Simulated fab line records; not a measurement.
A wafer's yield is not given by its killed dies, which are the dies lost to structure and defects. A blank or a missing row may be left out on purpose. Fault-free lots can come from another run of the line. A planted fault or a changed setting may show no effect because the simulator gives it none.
The tool behind it: which one? :: flow gf180mcu :: 39 wafers from 13 lots sampled at 5 of the route's 602 steps

## WHAT THE GAUGES SHOWED, per wafer
GF_HV_LDD_CD_MEAS_07 targets a cd of 400 nm. Usual: cdNm 400.2 nm, standard deviation 2.4.
lot: L502
measured: day 10 01:59
on: cdSem-01
cdNm (nm): 401.6 400.0 400.4
flag: 

lot: L503
measured: day 10 06:10
on: cdSem-01
cdNm (nm): 399.3 400.7 401.3
flag: 

lot: L504
measured: day 10 15:08
on: cdSem-01
cdNm (nm): 395.5 395.8 397.6
flag: 

lot: L506
measured: day 11 03:35
on: cdSem-01
cdNm (nm): 401.4 401.2 401.6
flag: 

lot: L511
measured: day 12 15:52
on: cdSem-02
cdNm (nm): 401.2 400.1 398.4
flag: 

lot: L512
measured: day 13 02:23
on: cdSem-01
cdNm (nm): 396.5 398.7 397.7
flag: 

lot: L514
measured: day 13 14:31
on: cdSem-01
cdNm (nm): 396.9 397.4 396.8
flag: 

lot: L519
measured: day 15 05:22
on: cdSem-01
cdNm (nm): 394.6 394.0 394.2
flag: 

lot: L522
measured: day 16 04:16
on: cdSem-02
cdNm (nm): 400.4 401.2 402.6
flag: 

lot: L521
measured: day 16 04:34
on: cdSem-01
cdNm (nm): 403.6 402.5 403.4
flag: 

lot: L523
measured: day 16 12:23
on: cdSem-01
cdNm (nm): 402.1 400.6 401.0
flag: 

lot: L524
measured: day 16 21:52
on: cdSem-02
cdNm (nm): 400.5 398.8 402.1
flag: 

lot: L525
measured: day 17 02:13
on: cdSem-02
cdNm (nm): 402.3 401.5 403.7
flag: 

GF_HV_LDD_CD_MEAS_46 targets a cd of 400 nm. Usual: cdNm 398.9 nm, standard deviation 2.2.
lot: L502
measured: day 12 10:28
on: cdSem-02
cdNm (nm): 400.1 398.3 400.2
flag: 

lot: L503
measured: day 12 22:35
on: cdSem-01
cdNm (nm): 402.9 401.7 404.1
flag: 

lot: L504
measured: day 13 01:23
on: cdSem-02
cdNm (nm): 400.4 399.6 400.4
flag: 

lot: L506
measured: day 13 19:55
on: cdSem-01
cdNm (nm): 397.0 396.8 395.9
flag: 

lot: L511
measured: day 15 05:44
on: cdSem-02
cdNm (nm): 399.3 396.1 400.7
flag: 

lot: L512
measured: day 15 17:35
on: cdSem-01
cdNm (nm): 399.7 399.0 399.3
flag: 

lot: L514
measured: day 16 06:11
on: cdSem-02
cdNm (nm): 400.8 398.6 403.6
flag: 

lot: L519
measured: day 18 02:29
on: cdSem-02
cdNm (nm): 402.1 400.2 399.7
flag: 

lot: L522
measured: day 19 03:23
on: cdSem-01
cdNm (nm): 396.3 395.1 395.6
flag: 

lot: L521
measured: day 19 03:41
on: cdSem-01
cdNm (nm): 400.0 399.3 399.2
flag: 

lot: L523
measured: day 19 11:13
on: cdSem-02
cdNm (nm): 395.4 395.9 395.3
flag: 

lot: L524
measured: day 19 22:49
on: cdSem-02
cdNm (nm): 398.7 402.1 397.8
flag: 

lot: L525
measured: day 20 03:04
on: cdSem-01
cdNm (nm): 397.4 396.7 399.3
flag: 

GF_HV_LDD_TW_MEAS_50. Usual: HV_LDD_4_TW 564, standard deviation 5.9.
lot: L502
measured: day 12 10:53
on: filmMetro-04
HV_LDD_4_TW: 566 565 564
flag: 

lot: L503
measured: day 12 22:59
on: filmMetro-01
HV_LDD_4_TW: 559 558 557
flag: 

lot: L504
measured: day 13 01:47
on: filmMetro-01
HV_LDD_4_TW: 559 557 558
flag: 

lot: L506
measured: day 13 20:18
on: filmMetro-04
HV_LDD_4_TW: 563 568 563
flag: 

lot: L511
measured: day 15 06:08
on: filmMetro-04
HV_LDD_4_TW: 559 558 558
flag: 

lot: L512
measured: day 15 17:59
on: filmMetro-01
HV_LDD_4_TW: 431 431 430
flag: OFF

lot: L514
measured: day 16 06:35
on: filmMetro-01
HV_LDD_4_TW: 428 430 428
flag: OFF

lot: L519
measured: day 18 02:53
on: filmMetro-04
HV_LDD_4_TW: 559 559 557
flag: 

lot: L522
measured: day 19 03:48
on: filmMetro-03
HV_LDD_4_TW: 573 573 574
flag: 

lot: L521
measured: day 19 04:05
on: filmMetro-04
HV_LDD_4_TW: 562 558 561
flag: 

lot: L523
measured: day 19 11:38
on: filmMetro-04
HV_LDD_4_TW: 562 560 561
flag: 

lot: L524
measured: day 19 23:14
on: filmMetro-01
HV_LDD_4_TW: 560 558 558
flag: 

lot: L525
measured: day 20 03:29
on: filmMetro-01
HV_LDD_4_TW: 564 561 561
flag: 

## EACH LOT AND THE TOOL THAT RAN IT (in order: tool; ch and the chambers of the sampled wafers; start)
lot: L502
GF_HV_LDD_STRIP_22: plasmaAsher-03 ch 0,1, day 10 19:51
GF_HV_LDD_IMPLANT_48: implanter-02 ch 0, day 12 10:38

lot: L503
GF_HV_LDD_STRIP_22: plasmaAsher-01 ch 0,1, day 11 01:41
GF_HV_LDD_IMPLANT_48: implanter-01 ch 0, day 12 22:44

lot: L504
GF_HV_LDD_STRIP_22: plasmaAsher-02 ch 0,1, day 11 10:09
GF_HV_LDD_IMPLANT_48: implanter-03 ch 0, day 13 01:32

lot: L506
GF_HV_LDD_STRIP_22: plasmaAsher-01 ch 0,1, day 11 22:35
GF_HV_LDD_IMPLANT_48: implanter-01 ch 0, day 13 20:05

lot: L511
GF_HV_LDD_STRIP_22: plasmaAsher-01 ch 0, day 13 11:41
GF_HV_LDD_IMPLANT_48: implanter-03 ch 0, day 15 05:53

lot: L512
GF_HV_LDD_STRIP_22: plasmaAsher-01 ch 0,1, day 13 22:44
GF_HV_LDD_IMPLANT_48: implanter-03 ch 0, day 15 17:44

lot: L514
GF_HV_LDD_STRIP_22: plasmaAsher-03 ch 0,1, day 14 11:23
GF_HV_LDD_IMPLANT_48: implanter-03 ch 0, day 16 06:20

lot: L519
GF_HV_LDD_STRIP_22: plasmaAsher-02 ch 0,1, day 16 03:50
GF_HV_LDD_IMPLANT_48: implanter-01 ch 0, day 18 02:40

lot: L522
GF_HV_LDD_STRIP_22: plasmaAsher-03 ch 0,1, day 17 04:05
GF_HV_LDD_IMPLANT_48: implanter-02 ch 0, day 19 03:33

lot: L521
GF_HV_LDD_STRIP_22: plasmaAsher-01 ch 0,1, day 17 04:20
GF_HV_LDD_IMPLANT_48: implanter-01 ch 0, day 19 03:50

lot: L523
GF_HV_LDD_STRIP_22: plasmaAsher-01 ch 0, day 17 11:32
GF_HV_LDD_IMPLANT_48: implanter-02 ch 0, day 19 11:23

lot: L524
GF_HV_LDD_STRIP_22: plasmaAsher-02 ch 0,1, day 17 21:14
GF_HV_LDD_IMPLANT_48: implanter-02 ch 0, day 19 22:59

lot: L525
GF_HV_LDD_STRIP_22: plasmaAsher-03 ch 0,1, day 18 01:53
GF_HV_LDD_IMPLANT_48: implanter-02 ch 0, day 20 03:14
- GF_HV_LDD_STRIP_22: strips in O2/N2.
- GF_HV_LDD_IMPLANT_48

## AS READ BY THE TOOLS THEMSELVES (means over the sampled wafers that have a number; for cases with no such wafer, the mark the record gives instead)
GF_HV_LDD_STRIP_22. Usual: drypumpMotorCurrentA 5.9 A, standard deviation 0.42; heaterPowerW 353 W, standard deviation 36; oesProductAu 0.716 a.u., standard deviation 0.0047; stripTimeToEndpointS 12.62 s, standard deviation 0.037.
lot: L502
tool: plasmaAsher-03
drypumpMotorCurrentA (A): 5.5
heaterPowerW (W): 313
oesProductAu (a.u.): 0.717
stripTimeToEndpointS (s): 12.62
flag: 

lot: L503
tool: plasmaAsher-01
drypumpMotorCurrentA (A): 6.3
heaterPowerW (W): 338
oesProductAu (a.u.): 0.712
stripTimeToEndpointS (s): 12.62
flag: 

lot: L504
tool: plasmaAsher-02
drypumpMotorCurrentA (A): 5.7
heaterPowerW (W): 400
oesProductAu (a.u.): 0.718
stripTimeToEndpointS (s): 12.64
flag: 

lot: L506
tool: plasmaAsher-01
drypumpMotorCurrentA (A): 6.5
heaterPowerW (W): 334
oesProductAu (a.u.): 0.717
stripTimeToEndpointS (s): 12.64
flag: 

lot: L511
tool: plasmaAsher-01
drypumpMotorCurrentA (A): 6.6
heaterPowerW (W): 335
oesProductAu (a.u.): 0.715
stripTimeToEndpointS (s): 12.61
flag: 

lot: L512
tool: plasmaAsher-01
drypumpMotorCurrentA (A): 6.5
heaterPowerW (W): 332
oesProductAu (a.u.): 0.713
stripTimeToEndpointS (s): 12.57
flag: 

lot: L514
tool: plasmaAsher-03
drypumpMotorCurrentA (A): 5.5
heaterPowerW (W): 317
oesProductAu (a.u.): 0.720
stripTimeToEndpointS (s): 12.66
flag: 

lot: L519
tool: plasmaAsher-02
drypumpMotorCurrentA (A): 5.7
heaterPowerW (W): 396
oesProductAu (a.u.): 0.716
stripTimeToEndpointS (s): 12.58
flag: 

lot: L522
tool: plasmaAsher-03
drypumpMotorCurrentA (A): 5.5
heaterPowerW (W): 316
oesProductAu (a.u.): 0.719
stripTimeToEndpointS (s): 12.61
flag: 

lot: L521
tool: plasmaAsher-01
drypumpMotorCurrentA (A): 6.3
heaterPowerW (W): 339
oesProductAu (a.u.): 0.714
stripTimeToEndpointS (s): 12.61
flag: 

lot: L523
tool: plasmaAsher-01
drypumpMotorCurrentA (A): 6.6
heaterPowerW (W): 338
oesProductAu (a.u.): 0.718
stripTimeToEndpointS (s): 12.60
flag: 

lot: L524
tool: plasmaAsher-02
drypumpMotorCurrentA (A): 5.7
heaterPowerW (W): 400
oesProductAu (a.u.): 0.718
stripTimeToEndpointS (s): 12.57
flag: 

lot: L525
tool: plasmaAsher-03
drypumpMotorCurrentA (A): 5.5
heaterPowerW (W): 316
oesProductAu (a.u.): 0.716
stripTimeToEndpointS (s): 12.57
flag: 

GF_HV_LDD_IMPLANT_48. Usual: doseIonsCm2 3e+13, standard deviation 3.6e+10; faradayCurrentUA 169, standard deviation 3.4.
lot: L502
tool: implanter-02
doseIonsCm2: 3e+13
faradayCurrentUA: 168
flag: 

lot: L503
tool: implanter-01
doseIonsCm2: 3e+13
faradayCurrentUA: 169
flag: 

lot: L504
tool: implanter-03
doseIonsCm2: 3e+13
faradayCurrentUA: 171
flag: 

lot: L506
tool: implanter-01
doseIonsCm2: 3e+13
faradayCurrentUA: 167
flag: 

lot: L511
tool: implanter-03
doseIonsCm2: 3e+13
faradayCurrentUA: 169
flag: 

lot: L512
tool: implanter-03
doseIonsCm2: 1e+13
faradayCurrentUA: 71
flag: OFF

lot: L514
tool: implanter-03
doseIonsCm2: 1e+13
faradayCurrentUA: 70
flag: OFF

lot: L519
tool: implanter-01
doseIonsCm2: 3e+13
faradayCurrentUA: 171
flag: 

lot: L522
tool: implanter-02
doseIonsCm2: 3e+13
faradayCurrentUA: 165
flag: 

lot: L521
tool: implanter-01
doseIonsCm2: 3e+13
faradayCurrentUA: 167
flag: 

lot: L523
tool: implanter-02
doseIonsCm2: 3e+13
faradayCurrentUA: 169
flag: 

lot: L524
tool: implanter-02
doseIonsCm2: 3e+13
faradayCurrentUA: 170
flag: 

lot: L525
tool: implanter-02
doseIonsCm2: 3e+13
faradayCurrentUA: 168
flag: 

## THE ANSWER, worked out from the rows above alone
Rule: a lot counts as off when the mean over its wafers that have a number is more than 3 standard deviations away from the usual mean. A lot without any number at a reading at which 4 lots or more have one is off too. All remaining lots with rows at the step are treated as sound. The gauges are gone through in route order, then the tools' own readings, and for those a lot's mean is taken as printed above. At the first step where some lot is off, the reading lying furthest off is the one used; lots without a number count as furthest.
Off: at GF_HV_LDD_TW_MEAS_50 (HV_LDD_4_TW), L512, L514.
A tool fits if, at a process step before that reading, it ran every lot that is off, and no sound lot after the first of them. The gauges at GF_HV_LDD_TW_MEAS_50 aren't tried: what is off there is off at GF_HV_LDD_IMPLANT_48 too, on other tools, and a gauge's error can't cause that. One candidate fits, namely implanter-03 at GF_HV_LDD_IMPLANT_48. A fault onset in the window from L511 (day 15 05:53, its last sound lot) to L512 (day 15 17:44, its first lot off) fits.
The tool's own readings at GF_HV_LDD_IMPLANT_48 bear it out: on the lots that are off they differ by more than 5 times the standard deviation of the sound lots' means. doseIonsCm2 reads 1e+13 there against 3e+13 on the sound lots; faradayCurrentUA reads 70 there against 169 on the sound lots.

## WHAT THE SIMULATOR HAD INSERTED
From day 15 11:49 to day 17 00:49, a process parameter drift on implanter-03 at GF_HV_LDD_IMPLANT_48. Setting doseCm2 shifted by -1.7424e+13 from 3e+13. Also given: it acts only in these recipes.
Lots struck among those shown: L512, L514. This agrees with what the rule above found.
